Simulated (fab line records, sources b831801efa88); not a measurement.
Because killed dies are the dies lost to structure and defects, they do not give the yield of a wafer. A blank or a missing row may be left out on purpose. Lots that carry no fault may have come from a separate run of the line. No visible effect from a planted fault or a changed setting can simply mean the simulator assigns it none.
Which tool is to blame? :: flow sky130 :: Sampling: 24 lots, 72 wafers, 6 of 708 route steps

WHAT THE GAUGES READ, wafer by wafer
SKY_CAP2M_THK_MEAS_01. Usual: CAP2M_CVD_00_THK 15.55 nm, standard deviation 0.23.
lot: L074
measured: day 40 16:22
on: film metro-01
CAP2M_CVD_00_THK (nm): 15.95 15.56 16.01
flag: 

lot: L075
measured: day 40 17:19
on: film metro-02
CAP2M_CVD_00_THK (nm): 15.57 15.27 15.55
flag: 

lot: L077
measured: day 40 17:54
on: film metro-03
CAP2M_CVD_00_THK (nm): 15.73 15.52 15.59
flag: 

lot: L076
measured: day 40 19:22
on: film metro-03
CAP2M_CVD_00_THK (nm): 15.94 15.59 15.58
flag: 

lot: L078
measured: day 42 12:43
on: film metro-02
CAP2M_CVD_00_THK (nm): 15.59 15.52 15.70
flag: 

lot: L079
measured: day 42 13:01
on: film metro-02
CAP2M_CVD_00_THK (nm): 15.28 15.66 15.43
flag: 

lot: L081
measured: day 42 14:33
on: film metro-02
CAP2M_CVD_00_THK (nm): 15.08 15.70 15.69
flag: 

lot: L080
measured: day 42 15:43
on: film metro-02
CAP2M_CVD_00_THK (nm): 15.30 15.05 15.69
flag: 

lot: L082
measured: day 42 16:04
on: film metro-01
CAP2M_CVD_00_THK (nm): 15.73 15.77 15.92
flag: 

lot: L084
measured: day 42 21:53
on: film metro-01
CAP2M_CVD_00_THK (nm): 15.81 15.47 15.66
flag: 

lot: L083
measured: day 42 23:44
on: film metro-03
CAP2M_CVD_00_THK (nm): 15.23 15.43 15.67
flag: 

lot: L085
measured: day 43 00:52
on: film metro-03
CAP2M_CVD_00_THK (nm): 15.50 15.00 15.49
flag: 

lot: L086
measured: day 43 02:01
on: film metro-01
CAP2M_CVD_00_THK (nm): 15.58 15.81 15.96
flag: 

lot: L087
measured: day 43 11:04
on: film metro-03
CAP2M_CVD_00_THK (nm): 15.15 15.81 15.43
flag: 

lot: L088
measured: day 43 21:01
on: film metro-01
CAP2M_CVD_00_THK (nm): 15.66 15.64 15.73
flag: 

lot: L089
measured: day 43 21:55
on: film metro-03
CAP2M_CVD_00_THK (nm): 15.22 15.24 15.47
flag: 

lot: L090
measured: day 44 12:02
on: film metro-02
CAP2M_CVD_00_THK (nm): 15.32 15.18 15.57
flag: 

lot: L091
measured: day 44 14:40
on: film metro-02
CAP2M_CVD_00_THK (nm): 15.40 15.56 15.39
flag: 

lot: L092
measured: day 44 19:20
on: film metro-01
CAP2M_CVD_00_THK (nm): 15.52 15.20 15.81
flag: 

lot: L093
measured: day 45 08:01
on: film metro-03
CAP2M_CVD_00_THK (nm): 15.22 15.47 15.61
flag: 

lot: L094
measured: day 45 11:34
on: film metro-03
CAP2M_CVD_00_THK (nm): 15.61 15.69 15.84
flag: 

lot: L095
measured: day 45 21:00
on: film metro-01
CAP2M_CVD_00_THK (nm): 15.57 15.94 15.86
flag: 

lot: L096
measured: day 45 22:23
on: film metro-03
CAP2M_CVD_00_THK (nm): 15.28 15.79 15.60
flag: 

lot: L097
measured: day 46 04:04
on: film metro-03
CAP2M_CVD_00_THK (nm): 15.28 15.71 15.45
flag: 

EACH LOT AND THE TOOL THAT RAN IT (in order: tool; ch and the chambers of the sampled wafers; start)
lot: L074
SKY_METAL3_SPUTTER_03: pvd sputter-04, day 37 08:31
SKY_METAL3_DESCUM_15: rie metal-03 ch 0,1, day 39 13:08
SKY_VIA3_ETCH_14: rie diel-02 ch 0,1,3, day 40 14:46
SKY_VIA3_CMP_24: cmp-02 ch 0,1,2, day 40 15:58
SKY_CAP2M_CVD_00: pecvd-02 ch 0,1, day 40 16:20

lot: L075
SKY_METAL3_SPUTTER_03: pvd sputter-04, day 37 10:47
SKY_METAL3_DESCUM_15: rie metal-04 ch 0,1, day 39 14:47
SKY_VIA3_ETCH_14: rie diel-01 ch 1,2,3, day 40 15:46
SKY_VIA3_CMP_24: cmp-02 ch 1,2,3, day 40 16:50
SKY_CAP2M_CVD_00: pecvd-03 ch 0,1,2, day 40 17:17

lot: L077
SKY_METAL3_SPUTTER_03: pvd sputter-01, day 37 11:10
SKY_METAL3_DESCUM_15: rie metal-01 ch 0,1, day 39 15:02
SKY_VIA3_ETCH_14: rie diel-02 ch 0,1,3, day 40 16:20
SKY_VIA3_CMP_24: cmp-02 ch 0,1,2, day 40 17:32
SKY_CAP2M_CVD_00: pecvd-04 ch 0,1,2, day 40 17:51

lot: L076
SKY_METAL3_SPUTTER_03: pvd sputter-01, day 37 13:15
SKY_METAL3_DESCUM_15: rie metal-01 ch 0,1, day 39 16:19
SKY_VIA3_ETCH_14: rie diel-04 ch 0,3, day 40 17:49
SKY_VIA3_CMP_24: cmp-02 ch 2,3, day 40 18:55
SKY_CAP2M_CVD_00: pecvd-03 ch 0,1,2, day 40 19:20

lot: L078
SKY_METAL3_SPUTTER_03: pvd sputter-04, day 39 08:13
SKY_METAL3_DESCUM_15: rie metal-01 ch 0,1, day 41 09:37
SKY_VIA3_ETCH_14: rie diel-02 ch 2,3, day 42 10:55
SKY_VIA3_CMP_24: cmp-02 ch 0,1,3, day 42 12:17
SKY_CAP2M_CVD_00: pecvd-03 ch 0,1,2, day 42 12:41

lot: L079
SKY_METAL3_SPUTTER_03: pvd sputter-03, day 39 08:25
SKY_METAL3_DESCUM_15: rie metal-04 ch 0,1, day 41 09:58
SKY_VIA3_ETCH_14: rie diel-04 ch 0,1,3, day 42 10:58
SKY_VIA3_CMP_24: cmp-02 ch 1,2,3, day 42 12:32
SKY_CAP2M_CVD_00: pecvd-02 ch 0,1,2, day 42 12:59

lot: L081
SKY_METAL3_SPUTTER_03: pvd sputter-01, day 39 10:09
SKY_METAL3_DESCUM_15: rie metal-04 ch 0,1, day 41 12:10
SKY_VIA3_ETCH_14: rie diel-02 ch 0,1,3, day 42 13:01
SKY_VIA3_CMP_24: cmp-02 ch 0,2,3, day 42 14:04
SKY_CAP2M_CVD_00: pecvd-04 ch 1,2, day 42 14:31

lot: L080
SKY_METAL3_SPUTTER_03: pvd sputter-03, day 39 10:48
SKY_METAL3_DESCUM_15: rie metal-04 ch 0,1, day 41 12:31
SKY_VIA3_ETCH_14: rie diel-02 ch 0,1,3, day 42 14:10
SKY_VIA3_CMP_24: cmp-02 ch 0,1,2, day 42 15:14
SKY_CAP2M_CVD_00: pecvd-04 ch 0,2, day 42 15:41

lot: L082
SKY_METAL3_SPUTTER_03: pvd sputter-03, day 39 11:35
SKY_METAL3_DESCUM_15: rie metal-03 ch 0,1, day 41 12:52
SKY_VIA3_ETCH_14: rie diel-01 ch 1,2, day 42 14:31
SKY_VIA3_CMP_24: cmp-02 ch 0,1,3, day 42 15:41
SKY_CAP2M_CVD_00: pecvd-03 ch 0,1, day 42 16:02

lot: L084
SKY_METAL3_SPUTTER_03: pvd sputter-04, day 39 17:38
SKY_METAL3_DESCUM_15: rie metal-01 ch 0,1, day 41 18:34
SKY_VIA3_ETCH_14: rie diel-04 ch 1,2,3, day 42 19:43
SKY_VIA3_CMP_24: cmp-02 ch 0,3, day 42 21:25
SKY_CAP2M_CVD_00: pecvd-02 ch 0,1,2, day 42 21:52

lot: L083
SKY_METAL3_SPUTTER_03: pvd sputter-04, day 39 20:47
SKY_METAL3_DESCUM_15: rie metal-01 ch 0,1, day 41 22:04
SKY_VIA3_ETCH_14: rie diel-02 ch 1,2,3, day 42 22:10
SKY_VIA3_CMP_24: cmp-02 ch 1,2,3, day 42 23:15
SKY_CAP2M_CVD_00: pecvd-03 ch 1,2, day 42 23:42

lot: L085
SKY_METAL3_SPUTTER_03: pvd sputter-01, day 39 21:26
SKY_METAL3_DESCUM_15: rie metal-04 ch 0,1, day 41 23:16
SKY_VIA3_ETCH_14: rie diel-01 ch 0,1,2, day 42 23:19
SKY_VIA3_CMP_24: cmp-02 ch 1,2,3, day 43 00:23
SKY_CAP2M_CVD_00: pecvd-04 ch 0,2, day 43 00:50

lot: L086
SKY_METAL3_SPUTTER_03: pvd sputter-03, day 39 21:44
SKY_METAL3_DESCUM_15: rie metal-03 ch 0,1, day 41 23:38
SKY_VIA3_ETCH_14: rie diel-04 ch 0,1,3, day 43 00:28
SKY_VIA3_CMP_24: cmp-01 ch 0,1, day 43 01:34
SKY_CAP2M_CVD_00: pecvd-03 ch 1,2, day 43 01:58

lot: L087
SKY_METAL3_SPUTTER_03: pvd sputter-03, day 40 07:56
SKY_METAL3_DESCUM_15: rie metal-01 ch 0,1, day 42 09:46
SKY_VIA3_ETCH_14: rie diel-01 ch 1,2, day 43 09:31
SKY_VIA3_CMP_24: cmp-02 ch 2,3, day 43 10:34
SKY_CAP2M_CVD_00: pecvd-02 ch 0,1, day 43 11:01

lot: L088
SKY_METAL3_SPUTTER_03: pvd sputter-03, day 40 19:02
SKY_METAL3_DESCUM_15: rie metal-01 ch 1, day 42 19:01
SKY_VIA3_ETCH_14: rie diel-01 ch 0,1,2, day 43 18:46
SKY_VIA3_CMP_24: cmp-01 ch 1,2,3, day 43 20:38
SKY_CAP2M_CVD_00: pecvd-03 ch 0,1, day 43 20:59

lot: L089
SKY_METAL3_SPUTTER_03: pvd sputter-04, day 40 20:13
SKY_METAL3_DESCUM_15: rie metal-03 ch 0,1, day 42 20:07
SKY_VIA3_ETCH_14: rie diel-04 ch 1,2,3, day 43 19:59
SKY_VIA3_CMP_24: cmp-01 ch 1,2,3, day 43 21:29
SKY_CAP2M_CVD_00: pecvd-02 ch 0,2, day 43 21:53

lot: L090
SKY_METAL3_SPUTTER_03: pvd sputter-03, day 41 11:38
SKY_METAL3_DESCUM_15: rie metal-03 ch 0,1, day 43 10:13
SKY_VIA3_ETCH_14: rie diel-04 ch 0,2,3, day 44 10:07
SKY_VIA3_CMP_24: cmp-02 ch 0,1, day 44 11:33
SKY_CAP2M_CVD_00: pecvd-03 ch 0,2, day 44 12:00

lot: L091
SKY_METAL3_SPUTTER_03: pvd sputter-03, day 41 14:58
SKY_METAL3_DESCUM_15: rie metal-03 ch 1, day 43 13:16
SKY_VIA3_ETCH_14: rie diel-01 ch 0,1,2, day 44 13:07
SKY_VIA3_CMP_24: cmp-02 ch 0,2,3, day 44 14:11
SKY_CAP2M_CVD_00: pecvd-04 ch 0,1,2, day 44 14:38

lot: L092
SKY_METAL3_SPUTTER_03: pvd sputter-04, day 41 18:48
SKY_METAL3_DESCUM_15: rie metal-01 ch 0,1, day 43 17:34
SKY_VIA3_ETCH_14: rie diel-02 ch 0,2,3, day 44 17:37
SKY_VIA3_CMP_24: cmp-01 ch 0,2,3, day 44 18:51
SKY_CAP2M_CVD_00: pecvd-04 ch 1,2, day 44 19:18

lot: L093
SKY_METAL3_SPUTTER_03: pvd sputter-01, day 42 09:43
SKY_METAL3_DESCUM_15: rie metal-03 ch 0,1, day 44 06:40
SKY_VIA3_ETCH_14: rie diel-02 ch 1,3, day 45 06:28
SKY_VIA3_CMP_24: cmp-02 ch 2,3, day 45 07:34
SKY_CAP2M_CVD_00: pecvd-03 ch 0,2, day 45 07:58

lot: L094
SKY_METAL3_SPUTTER_03: pvd sputter-01, day 42 12:19
SKY_METAL3_DESCUM_15: rie metal-03 ch 0,1, day 44 10:02
SKY_VIA3_ETCH_14: rie diel-01 ch 0,1,3, day 45 09:59
SKY_VIA3_CMP_24: cmp-01 ch 0,1, day 45 11:04
SKY_CAP2M_CVD_00: pecvd-04 ch 0,1,2, day 45 11:31

lot: L095
SKY_METAL3_SPUTTER_03: pvd sputter-04, day 42 22:00
SKY_METAL3_DESCUM_15: rie metal-01 ch 1, day 44 19:49
SKY_VIA3_ETCH_14: rie diel-02 ch 0,2, day 45 19:16
SKY_VIA3_CMP_24: cmp-02 ch 0,2,3, day 45 20:35
SKY_CAP2M_CVD_00: pecvd-03 ch 0,1,2, day 45 20:59

lot: L096
SKY_METAL3_SPUTTER_03: pvd sputter-04, day 43 00:04
SKY_METAL3_DESCUM_15: rie metal-03 ch 0, day 44 21:19
SKY_VIA3_ETCH_14: rie diel-04 ch 0,2,3, day 45 20:23
SKY_VIA3_CMP_24: cmp-01 ch 0,2,3, day 45 21:54
SKY_CAP2M_CVD_00: pecvd-02 ch 0,1,2, day 45 22:22

lot: L097
SKY_METAL3_SPUTTER_03: pvd sputter-01, day 43 06:38
SKY_METAL3_DESCUM_15: rie metal-04 ch 0,1, day 45 04:04
SKY_VIA3_ETCH_14: rie diel-04 ch 1,2, day 46 02:14
SKY_VIA3_CMP_24: cmp-01 ch 0,1,2, day 46 03:40
SKY_CAP2M_CVD_00: pecvd-04 ch 0,2, day 46 04:01
- SKY_METAL3_SPUTTER_03: material Ti, target thk 5 nm, time 3.3 s.
- SKY_METAL3_DESCUM_15: chemistry O2, time 8 s.
- SKY_VIA3_ETCH_14: etches BARC in N2/H2, stops on SiO2, time 45.9 s, target depth 60 nm.
- SKY_VIA3_CMP_24: polishes, stops on SiO2, t overpolish 20 s, target thk 0 nm.
- SKY_CAP2M_CVD_00: deposits SiO2, target thk 15.5 nm.

AS READ BY THE TOOLS THEMSELVES (means over the sampled wafers that have a number; for cases with no such wafer, the mark the record gives instead)
SKY_METAL3_SPUTTER_03. Usual: throttle valve pct 30.3 %, standard deviation 0.88.
lot: L074
tool: pvd sputter-04
throttle valve pct (%): 29.2
flag: 

lot: L075
tool: pvd sputter-04
throttle valve pct (%): 30.9
flag: 

lot: L077
tool: pvd sputter-01
throttle valve pct (%): 30.1
flag: 

lot: L076
tool: pvd sputter-01
throttle valve pct (%): 29.9
flag: 

lot: L078
tool: pvd sputter-04
throttle valve pct (%): 30.8
flag: 

lot: L079
tool: pvd sputter-03
throttle valve pct (%): 30.0
flag: 

lot: L081
tool: pvd sputter-01
throttle valve pct (%): 30.0
flag: 

lot: L080
tool: pvd sputter-03
throttle valve pct (%): 29.8
flag: 

lot: L082
tool: pvd sputter-03
throttle valve pct (%): 30.3
flag: 

lot: L084
tool: pvd sputter-04
throttle valve pct (%): 30.1
flag: 

lot: L083
tool: pvd sputter-04
throttle valve pct (%): 30.5
flag: 

lot: L085
tool: pvd sputter-01
throttle valve pct (%): 30.1
flag: 

lot: L086
tool: pvd sputter-03
throttle valve pct (%): 30.4
flag: 

lot: L087
tool: pvd sputter-03
throttle valve pct (%): 30.0
flag: 

lot: L088
tool: pvd sputter-03
throttle valve pct (%): 30.2
flag: 

lot: L089
tool: pvd sputter-04
throttle valve pct (%): 30.3
flag: 

lot: L090
tool: pvd sputter-03
throttle valve pct (%): 29.8
flag: 

lot: L091
tool: pvd sputter-03
throttle valve pct (%): 29.8
flag: 

lot: L092
tool: pvd sputter-04
throttle valve pct (%): 30.2
flag: 

lot: L093
tool: pvd sputter-01
throttle valve pct (%): 30.8
flag: 

lot: L094
tool: pvd sputter-01
throttle valve pct (%): 30.7
flag: 

lot: L095
tool: pvd sputter-04
throttle valve pct (%): 31.3
flag: 

lot: L096
tool: pvd sputter-04
throttle valve pct (%): 30.1
flag: 

lot: L097
tool: pvd sputter-01
throttle valve pct (%): 30.1
flag: 

SKY_METAL3_DESCUM_15. Usual: drypump motor current A 5.5 A, standard deviation 0.56; oes product au 1.002 a.u., standard deviation 0.013.
lot: L074
tool: rie metal-03
drypump motor current A (A): 5.7
oes product au (a.u.): 0.999
flag: 

lot: L075
tool: rie metal-04
drypump motor current A (A): 5.9
oes product au (a.u.): 1.002
flag: 

lot: L077
tool: rie metal-01
drypump motor current A (A): 5.3
oes product au (a.u.): 0.997
flag: 

lot: L076
tool: rie metal-01
drypump motor current A (A): 5.3
oes product au (a.u.): 0.993
flag: 

lot: L078
tool: rie metal-01
drypump motor current A (A): 5.3
oes product au (a.u.): 0.992
flag: 

lot: L079
tool: rie metal-04
drypump motor current A (A): 6.0
oes product au (a.u.): 1.006
flag: 

lot: L081
tool: rie metal-04
drypump motor current A (A): 6.0
oes product au (a.u.): 0.999
flag: 

lot: L080
tool: rie metal-04
drypump motor current A (A): 5.9
oes product au (a.u.): 1.011
flag: 

lot: L082
tool: rie metal-03
drypump motor current A (A): 5.7
oes product au (a.u.): 1.003
flag: 

lot: L084
tool: rie metal-01
drypump motor current A (A): 5.3
oes product au (a.u.): 0.993
flag: 

lot: L083
tool: rie metal-01
drypump motor current A (A): 5.3
oes product au (a.u.): 0.985
flag: 

lot: L085
tool: rie metal-04
drypump motor current A (A): 5.9
oes product au (a.u.): 1.010
flag: 

lot: L086
tool: rie metal-03
drypump motor current A (A): 5.2
oes product au (a.u.): 1.004
flag: 

lot: L087
tool: rie metal-01
drypump motor current A (A): 5.3
oes product au (a.u.): 0.996
flag: 

lot: L088
tool: rie metal-01
drypump motor current A (A): 5.3
oes product au (a.u.): 0.999
flag: 

lot: L089
tool: rie metal-03
drypump motor current A (A): 5.2
oes product au (a.u.): 1.011
flag: 

lot: L090
tool: rie metal-03
drypump motor current A (A): 5.8
oes product au (a.u.): 1.005
flag: 

lot: L091
tool: rie metal-03
drypump motor current A (A): 6.3
oes product au (a.u.): 0.996
flag: 

lot: L092
tool: rie metal-01
drypump motor current A (A): 5.3
oes product au (a.u.): 1.000
flag: 

lot: L093
tool: rie metal-03
drypump motor current A (A): 5.7
oes product au (a.u.): 1.011
flag: 

lot: L094
tool: rie metal-03
drypump motor current A (A): 5.2
oes product au (a.u.): 1.011
flag: 

lot: L095
tool: rie metal-01
drypump motor current A (A): 5.3
oes product au (a.u.): 0.999
flag: 

lot: L096
tool: rie metal-03
drypump motor current A (A): 4.7
oes product au (a.u.): 1.009
flag: 

lot: L097
tool: rie metal-04
drypump motor current A (A): 6.0
oes product au (a.u.): 0.998
flag: 

SKY_VIA3_ETCH_14. Usual: drypump motor current A 5.8 A, standard deviation 0.43; n2 flow sccm 100.00 sccm, standard deviation 0.29; oes product au 0.855 a.u., standard deviation 0.0049; throttle valve pct 13.225 %, standard deviation 0.0097.
lot: L074
tool: rie diel-02
drypump motor current A (A): 5.6
n2 flow sccm (sccm): 99.94
oes product au (a.u.): 0.854
throttle valve pct (%): 13.222
flag: 

lot: L075
tool: rie diel-01
drypump motor current A (A): 6.0
n2 flow sccm (sccm): 100.07
oes product au (a.u.): 0.850
throttle valve pct (%): 13.231
flag: 

lot: L077
tool: rie diel-02
drypump motor current A (A): 5.6
n2 flow sccm (sccm): 99.96
oes product au (a.u.): 0.858
throttle valve pct (%): 13.224
flag: 

lot: L076
tool: rie diel-04
drypump motor current A (A): 6.4
n2 flow sccm (sccm): 100.37
oes product au (a.u.): 0.855
throttle valve pct (%): 13.220
flag: 

lot: L078
tool: rie diel-02
drypump motor current A (A): 6.2
n2 flow sccm (sccm): 99.91
oes product au (a.u.): 0.860
throttle valve pct (%): 13.229
flag: 

lot: L079
tool: rie diel-04
drypump motor current A (A): 5.9
n2 flow sccm (sccm): 100.09
oes product au (a.u.): 0.854
throttle valve pct (%): 13.230
flag: 

lot: L081
tool: rie diel-02
drypump motor current A (A): 5.6
n2 flow sccm (sccm): 100.01
oes product au (a.u.): 0.860
throttle valve pct (%): 13.235
flag: 

lot: L080
tool: rie diel-02
drypump motor current A (A): 5.6
n2 flow sccm (sccm): 99.94
oes product au (a.u.): 0.851
throttle valve pct (%): 13.228
flag: 

lot: L082
tool: rie diel-01
drypump motor current A (A): 5.8
n2 flow sccm (sccm): 99.91
oes product au (a.u.): 0.857
throttle valve pct (%): 13.230
flag: 

lot: L084
tool: rie diel-04
drypump motor current A (A): 5.4
n2 flow sccm (sccm): 100.12
oes product au (a.u.): 0.855
throttle valve pct (%): 13.223
flag: 

lot: L083
tool: rie diel-02
drypump motor current A (A): 5.8
n2 flow sccm (sccm): 100.27
oes product au (a.u.): 0.852
throttle valve pct (%): 13.227
flag: 

lot: L085
tool: rie diel-01
drypump motor current A (A): 5.8
n2 flow sccm (sccm): 100.24
oes product au (a.u.): 0.861
throttle valve pct (%): 13.228
flag: 

lot: L086
tool: rie diel-04
drypump motor current A (A): 5.9
n2 flow sccm (sccm): 99.96
oes product au (a.u.): 0.857
throttle valve pct (%): 13.224
flag: 

lot: L087
tool: rie diel-01
drypump motor current A (A): 5.8
n2 flow sccm (sccm): 99.67
oes product au (a.u.): 0.855
throttle valve pct (%): 13.223
flag: 

lot: L088
tool: rie diel-01
drypump motor current A (A): 5.8
n2 flow sccm (sccm): 99.73
oes product au (a.u.): 0.855
throttle valve pct (%): 13.221
flag: 

lot: L089
tool: rie diel-04
drypump motor current A (A): 5.4
n2 flow sccm (sccm): 100.04
oes product au (a.u.): 0.853
throttle valve pct (%): 13.236
flag: 

lot: L090
tool: rie diel-04
drypump motor current A (A): 5.8
n2 flow sccm (sccm): 99.85
oes product au (a.u.): 0.854
throttle valve pct (%): 13.230
flag: 

lot: L091
tool: rie diel-01
drypump motor current A (A): 5.8
n2 flow sccm (sccm): 100.31
oes product au (a.u.): 0.854
throttle valve pct (%): 13.229
flag: 

lot: L092
tool: rie diel-02
drypump motor current A (A): 5.9
n2 flow sccm (sccm): 100.22
oes product au (a.u.): 0.855
throttle valve pct (%): 13.225
flag: 

lot: L093
tool: rie diel-02
drypump motor current A (A): 5.6
n2 flow sccm (sccm): 99.75
oes product au (a.u.): 0.853
throttle valve pct (%): 13.219
flag: 

lot: L094
tool: rie diel-01
drypump motor current A (A): 5.8
n2 flow sccm (sccm): 99.74
oes product au (a.u.): 0.852
throttle valve pct (%): 13.216
flag: 

lot: L095
tool: rie diel-02
drypump motor current A (A): 6.2
n2 flow sccm (sccm): 99.94
oes product au (a.u.): 0.858
throttle valve pct (%): 13.217
flag: 

lot: L096
tool: rie diel-04
drypump motor current A (A): 5.8
n2 flow sccm (sccm): 99.78
oes product au (a.u.): 0.859
throttle valve pct (%): 13.226
flag: 

lot: L097
tool: rie diel-04
drypump motor current A (A): 5.1
n2 flow sccm (sccm): 99.74
oes product au (a.u.): 0.857
throttle valve pct (%): 13.224
flag: 

SKY_VIA3_CMP_24. Usual: motor current A 10.6 A, standard deviation 1.2; overpolish run s 20.000 s, standard deviation 0.0086; time to endpoint s 95 s, standard deviation 4.2.
lot: L074
tool: cmp-02
motor current A (A): 9.8
overpolish run s (s): 19.997
time to endpoint s (s): 94
flag: 

lot: L075
tool: cmp-02
motor current A (A): 10.2
overpolish run s (s): 20.000
time to endpoint s (s): 90
flag: 

lot: L077
tool: cmp-02
motor current A (A): 10.0
overpolish run s (s): 20.002
time to endpoint s (s): 97
flag: 

lot: L076
tool: cmp-02
motor current A (A): 10.3
overpolish run s (s): 20.002
time to endpoint s (s): 91
flag: 

lot: L078
tool: cmp-02
motor current A (A): 9.8
overpolish run s (s): 19.998
time to endpoint s (s): 97
flag: 

lot: L079
tool: cmp-02
motor current A (A): 10.0
overpolish run s (s): 19.992
time to endpoint s (s): 93
flag: 

lot: L081
tool: cmp-02
motor current A (A): 10.4
overpolish run s (s): 20.000
time to endpoint s (s): 95
flag: 

lot: L080
tool: cmp-02
motor current A (A): 10.2
overpolish run s (s): 19.991
time to endpoint s (s): 98
flag: 

lot: L082
tool: cmp-02
motor current A (A): 10.1
overpolish run s (s): 19.997
time to endpoint s (s): 95
flag: 

lot: L084
tool: cmp-02
motor current A (A): 10.0
overpolish run s (s): 19.998
time to endpoint s (s): 95
flag: 

lot: L083
tool: cmp-02
motor current A (A): 10.2
overpolish run s (s): 20.000
time to endpoint s (s): 93
flag: 

lot: L085
tool: cmp-02
motor current A (A): 9.7
overpolish run s (s): 20.003
time to endpoint s (s): 94
flag: 

lot: L086
tool: cmp-01
motor current A (A): 11.0
overpolish run s (s): 19.992
time to endpoint s (s): 94
flag: 

lot: L087
tool: cmp-02
motor current A (A): 10.3
overpolish run s (s): 19.998
time to endpoint s (s): 98
flag: 

lot: L088
tool: cmp-01
motor current A (A): 12.0
overpolish run s (s): 19.997
time to endpoint s (s): 92
flag: 

lot: L089
tool: cmp-01
motor current A (A): 12.1
overpolish run s (s): 19.999
time to endpoint s (s): 93
flag: 

lot: L090
tool: cmp-02
motor current A (A): 9.8
overpolish run s (s): 20.000
time to endpoint s (s): 93
flag: 

lot: L091
tool: cmp-02
motor current A (A): 10.2
overpolish run s (s): 20.007
time to endpoint s (s): 96
flag: 

lot: L092
tool: cmp-01
motor current A (A): 12.1
overpolish run s (s): 20.005
time to endpoint s (s): 97
flag: 

lot: L093
tool: cmp-02
motor current A (A): 10.4
overpolish run s (s): 20.009
time to endpoint s (s): 90
flag: 

lot: L094
tool: cmp-01
motor current A (A): 10.6
overpolish run s (s): 19.998
time to endpoint s (s): 97
flag: 

lot: L095
tool: cmp-02
motor current A (A): 10.6
overpolish run s (s): 20.012
time to endpoint s (s): 95
flag: 

lot: L096
tool: cmp-01
motor current A (A): 12.1
overpolish run s (s): 20.014
time to endpoint s (s): 94
flag: 

lot: L097
tool: cmp-01
motor current A (A): 11.4
overpolish run s (s): 20.000
time to endpoint s (s): 99
flag: 

SKY_CAP2M_CVD_00. Usual: heater power w 672 W, standard deviation 74.
lot: L074
tool: pecvd-02
heater power w (W): 707
flag: 

lot: L075
tool: pecvd-03
heater power w (W): 689
flag: 

lot: L077
tool: pecvd-04
heater power w (W): 724
flag: 

lot: L076
tool: pecvd-03
heater power w (W): 697
flag: 

lot: L078
tool: pecvd-03
heater power w (W): 675
flag: 

lot: L079
tool: pecvd-02
heater power w (W): 680
flag: 

lot: L081
tool: pecvd-04
heater power w (W): 720
flag: 

lot: L080
tool: pecvd-04
heater power w (W): 646
flag: 

lot: L082
tool: pecvd-03
heater power w (W): 686
flag: 

lot: L084
tool: pecvd-02
heater power w (W): 644
flag: 

lot: L083
tool: pecvd-03
heater power w (W): 640
flag: 

lot: L085
tool: pecvd-04
heater power w (W): 687
flag: 

lot: L086
tool: pecvd-03
heater power w (W): 658
flag: 

lot: L087
tool: pecvd-02
heater power w (W): 656
flag: 

lot: L088
tool: pecvd-03
heater power w (W): 709
flag: 

lot: L089
tool: pecvd-02
heater power w (W): 591
flag: 

lot: L090
tool: pecvd-03
heater power w (W): 609
flag: 

lot: L091
tool: pecvd-04
heater power w (W): 676
flag: 

lot: L092
tool: pecvd-04
heater power w (W): 703
flag: 

lot: L093
tool: pecvd-03
heater power w (W): 634
flag: 

lot: L094
tool: pecvd-04
heater power w (W): 718
flag: 

lot: L095
tool: pecvd-03
heater power w (W): 701
flag: 

lot: L096
tool: pecvd-02
heater power w (W): 664
flag: 

lot: L097
tool: pecvd-04
heater power w (W): 665
flag: 

THE ANSWER, worked out from the rows above alone
Rule: take the mean of a lot's wafers that have a number; if it is more than 3 standard deviations from the usual mean, the lot is off. A lot without any number at a reading at which 4 lots or more have one is off too. All remaining lots with rows at the step are treated as sound. The gauges are gone through in route order, then the tools' own readings, and for those a lot's mean is taken as printed above. At the first step where some lot is off, the reading lying furthest off is the one used; lots without a number count as furthest.
No lot is off on any of the readings shown, so nothing can be concluded from this.

WHAT THE SIMULATOR HAD INSERTED
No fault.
